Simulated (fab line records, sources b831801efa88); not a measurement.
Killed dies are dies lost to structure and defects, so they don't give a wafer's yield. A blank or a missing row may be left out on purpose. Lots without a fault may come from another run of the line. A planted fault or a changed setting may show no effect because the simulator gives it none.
Which tool did it? | flow gf180mcu | 13 lots, 39 wafers sampled, at 4 steps of a route of 602

WHAT THE GAUGES READ, wafer by wafer
GF_M5_CD_MEAS_07: target cd 280 nm. Usual: cd_nm 279.9 nm, standard deviation 1.2.
lot  | measured     | on        | cd_nm (nm)        | flag
L685 | day 26 05:10 | cd_sem-01 | 278.6 279.0 279.4 |
L686 | day 26 11:59 | cd_sem-02 | 282.0 281.7 280.2 |
L688 | day 27 03:56 | cd_sem-02 | 277.7 279.1 278.9 |
L689 | day 27 14:37 | cd_sem-01 | 280.3 280.9 279.5 |
L690 | day 27 23:44 | cd_sem-01 | 279.4 279.2 279.0 |
L692 | day 28 11:38 | cd_sem-01 | 280.1 279.3 280.5 |
L694 | day 29 06:58 | cd_sem-02 | 279.1 279.8 280.5 |
L696 | day 29 19:20 | cd_sem-01 | 279.3 279.6 280.2 |
L701 | day 31 01:37 | cd_sem-02 | 279.9 278.6 278.9 |
L702 | day 31 12:36 | cd_sem-02 | 280.2 281.2 280.5 |
L703 | day 31 18:12 | cd_sem-02 | 280.1 280.8 280.0 |
L708 | day 32 16:08 | cd_sem-01 | 282.4 281.8 282.3 |
L707 | day 32 17:56 | cd_sem-02 | 281.7 280.5 280.5 |

GF_V5_THK_MEAS_03. Usual: V5_CVD_02_THK 1446 nm, standard deviation 20.
lot  | measured     | on            | V5_CVD_02_THK (nm) | flag
L685 | day 26 06:12 | film_metro-04 | 1420 1455 1433     |
L686 | day 26 13:01 | film_metro-02 | 1446 1467 1457     |
L688 | day 27 04:58 | film_metro-01 | 1423 1412 1444     |
L689 | day 27 15:38 | film_metro-01 | 1413 1438 1441     |
L690 | day 28 00:46 | film_metro-01 | 1434 1455 1431     |
L692 | day 28 12:44 | film_metro-02 | 1454 1421 1473     |
L694 | day 29 08:01 | film_metro-02 | 1430 1468 1458     |
L696 | day 29 20:25 | film_metro-02 | 1446 1451 1455     |
L701 | day 31 02:42 | film_metro-02 | 1457 1460 1474     |
L702 | day 31 13:39 | film_metro-02 | 1443 1461 1480     |
L703 | day 31 19:15 | film_metro-02 | 1453 1471 1482     |
L708 | day 32 17:10 | film_metro-04 | 1427 1445 1455     |
L707 | day 32 18:58 | film_metro-04 | 1439 1423 1464     |

WHICH TOOL RAN EACH LOT (tool, then ch and the chambers of the sampled wafers, then the start)
lot  | GF_V1_SPUTTER_22             | GF_M5_ETCH_09
L685 | pvd_sputter-01, day 18 02:43 | rie_diel-04 ch 0,3, day 26 05:17
L686 | pvd_sputter-03, day 18 10:07 | rie_diel-01 ch 1,2,3, day 26 12:08
L688 | pvd_sputter-01, day 19 05:34 | rie_diel-02 ch 0,1,3, day 27 04:05
L689 | pvd_sputter-04, day 19 18:19 | rie_diel-01 ch 0,1,2, day 27 14:44
L690 | pvd_sputter-03, day 20 04:47 | rie_diel-04 ch 0,1, day 27 23:53
L692 | pvd_sputter-03, day 20 20:24 | rie_diel-01 ch 1,2,3, day 28 11:47
L694 | pvd_sputter-01, day 21 18:16 | rie_diel-02 ch 2,3, day 29 07:08
L696 | pvd_sputter-01, day 22 10:24 | rie_diel-02 ch 1,3, day 29 19:29
L701 | pvd_sputter-04, day 23 23:33 | rie_diel-02 ch 1,2,3, day 31 01:47
L702 | pvd_sputter-04, day 24 13:09 | rie_diel-01 ch 0,1,3, day 31 12:46
L703 | pvd_sputter-01, day 24 21:13 | rie_diel-01 ch 1,2, day 31 18:20
L708 | pvd_sputter-01, day 26 00:46 | rie_diel-04 ch 2,3, day 32 16:17
L707 | pvd_sputter-01, day 26 04:28 | rie_diel-01 ch 0,1, day 32 18:05
- GF_V1_SPUTTER_22: material TiN, target thk 10 nm, time 40 s.
- GF_M5_ETCH_09: etches Si3N4 in CF4/O2, target depth 52 nm, time 11.6 s.

WHAT THE TOOLS THEMSELVES READ (means of the sampled wafers that have a number; where no wafer has one, the mark that the record gives instead)
GF_V1_SPUTTER_22. Usual: cathode_dc_power_W 4000.1 W, standard deviation 0.76; throttle_valve_pct 30.2 %, standard deviation 0.63.
lot  | tool           | cathode_dc_power_W (W) | throttle_valve_pct (%) | flag
L685 | pvd_sputter-01 | 4000.0                 | 30.7                   |
L686 | pvd_sputter-03 | 3999.7                 | 30.2                   |
L688 | pvd_sputter-01 | 4000.8                 | 30.3                   |
L689 | pvd_sputter-04 | 4000.8                 | 30.2                   |
L690 | pvd_sputter-03 | 4000.0                 | 29.8                   |
L692 | pvd_sputter-03 | 3999.5                 | 30.0                   |
L694 | pvd_sputter-01 | 4000.2                 | 30.3                   |
L696 | pvd_sputter-01 | 4000.2                 | 31.0                   |
L701 | pvd_sputter-04 | 4000.1                 | 30.2                   |
L702 | pvd_sputter-04 | 4000.4                 | 30.0                   |
L703 | pvd_sputter-01 | 4000.4                 | 30.6                   |
L708 | pvd_sputter-01 | 4000.5                 | 29.9                   |
L707 | pvd_sputter-01 | 3999.9                 | 30.8                   |

GF_M5_ETCH_09. Usual: drypump_motor_current_A 5.6 A, standard deviation 0.43; oes_product_au 0.999 a.u., standard deviation 0.012; throttle_valve_pct 5.969 %, standard deviation 0.01.
lot  | tool        | drypump_motor_current_A (A) | oes_product_au (a.u.) | throttle_valve_pct (%) | flag
L685 | rie_diel-04 | 5.8                         | 0.981                 | 5.964                  |
L686 | rie_diel-01 | 5.6                         | 1.004                 | 5.967                  |
L688 | rie_diel-02 | 5.7                         | 1.006                 | 5.984                  |
L689 | rie_diel-01 | 5.7                         | 0.994                 | 5.960                  |
L690 | rie_diel-04 | 6.1                         | 1.001                 | 5.965                  |
L692 | rie_diel-01 | 5.6                         | 1.000                 | 5.965                  |
L694 | rie_diel-02 | 5.4                         | 1.005                 | 5.984                  |
L696 | rie_diel-02 | 6.0                         | 1.003                 | 5.970                  |
L701 | rie_diel-02 | 5.5                         | 1.002                 | 5.971                  |
L702 | rie_diel-01 | 5.6                         | 0.996                 | 5.966                  |
L703 | rie_diel-01 | 5.6                         | 0.993                 | 5.972                  |
L708 | rie_diel-04 | 5.6                         | 0.997                 | 5.963                  |
L707 | rie_diel-01 | 5.7                         | 0.987                 | 5.971                  |

THE ANSWER, worked out from the rows above alone
Rule: a lot is off if the mean of its wafers that have a number lies more than 3 standard deviations from the usual mean. A lot without any number at a reading at which 4 lots or more have one is off too. The other lots that the step has rows for count as sound. The gauges are gone through in route order, then the tools' own readings, and for those a lot's mean is taken as printed above. The first step at which some lot is off is used, and at that step the reading that is off furthest; a lot without a number counts as furthest.
No lot is off at any reading shown: from this, nothing can be told.

WHAT THE SIMULATOR HAD PUT IN
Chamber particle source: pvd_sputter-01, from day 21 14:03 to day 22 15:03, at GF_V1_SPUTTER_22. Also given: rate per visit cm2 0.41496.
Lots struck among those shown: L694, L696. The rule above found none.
